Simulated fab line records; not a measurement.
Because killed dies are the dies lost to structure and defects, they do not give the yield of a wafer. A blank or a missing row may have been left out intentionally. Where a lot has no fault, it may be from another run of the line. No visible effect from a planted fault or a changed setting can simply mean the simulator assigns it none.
A single fault, viewed from 2 desks ; flow gf180mcu ; only its own numbers are on each desk; what lay behind them is given at the end

== AT THE METROLOGY DESK ==
What the gauges read, lot by lot, whatever tool the lot ran on: means of the sampled wafers that have a number. If a lot's mean is further than 4 standard deviations from the usual mean, the lot is out of limits and carries the mark OUT (the distance appears in the brackets).
Columns: A = V5_OVL at GF_V5_OVL_MEAS_15, usual -1 nm; B = V5_W_RS at GF_V5_RS_MEAS_24, usual 0.330 ohm/sq; C = V5_W_THK at GF_V5_THK_MEAS_25, usual 335 nm
lot;first seen here;A;B;C
L784;day 29 21:47;-1;0.332;334
L785;day 30 07:26;6;0.324;342
L786;day 30 09:32;-2;0.325;333
L790;day 31 21:25;-3;0.330;334
L793;day 32 11:37;-6;0.334;327
L795;day 32 23:54;1;0.333;330
L798;day 33 10:52;-3;0.330;333
This desk's verdict: no lot among the 7 shows anything out of limits.

== DESK OF THE TOOL OWNER: pvd-sputter-01 ==
The tool's own readings at GF_TOP_METAL_SPUTTER_00 (material Ti, target thk 37.5 nm, time 150 s): means of the sampled wafers that have a number, for each lot that ran on this tool. If a lot's mean is further than 4 standard deviations from the usual mean, the lot is out of limits and carries the mark OUT (the distance appears in the brackets).
Columns: A = throttle-valve-pct at GF_TOP_METAL_SPUTTER_00, usual 29.7 %
lot;first seen here;A
L784;day 29 23:24;30.3
L785;day 30 09:12;29.9
L786;day 30 10:58;30.5
L795;day 33 01:22;30.5
This desk's verdict: no lot among the 4 shows anything out of limits.

== TAKEN TOGETHER ==
From the metrology desk's view, nothing was out of limits.
The tool owner's desk saw nothing out of limits.

== WHAT THE SIMULATOR HAD INSERTED ==
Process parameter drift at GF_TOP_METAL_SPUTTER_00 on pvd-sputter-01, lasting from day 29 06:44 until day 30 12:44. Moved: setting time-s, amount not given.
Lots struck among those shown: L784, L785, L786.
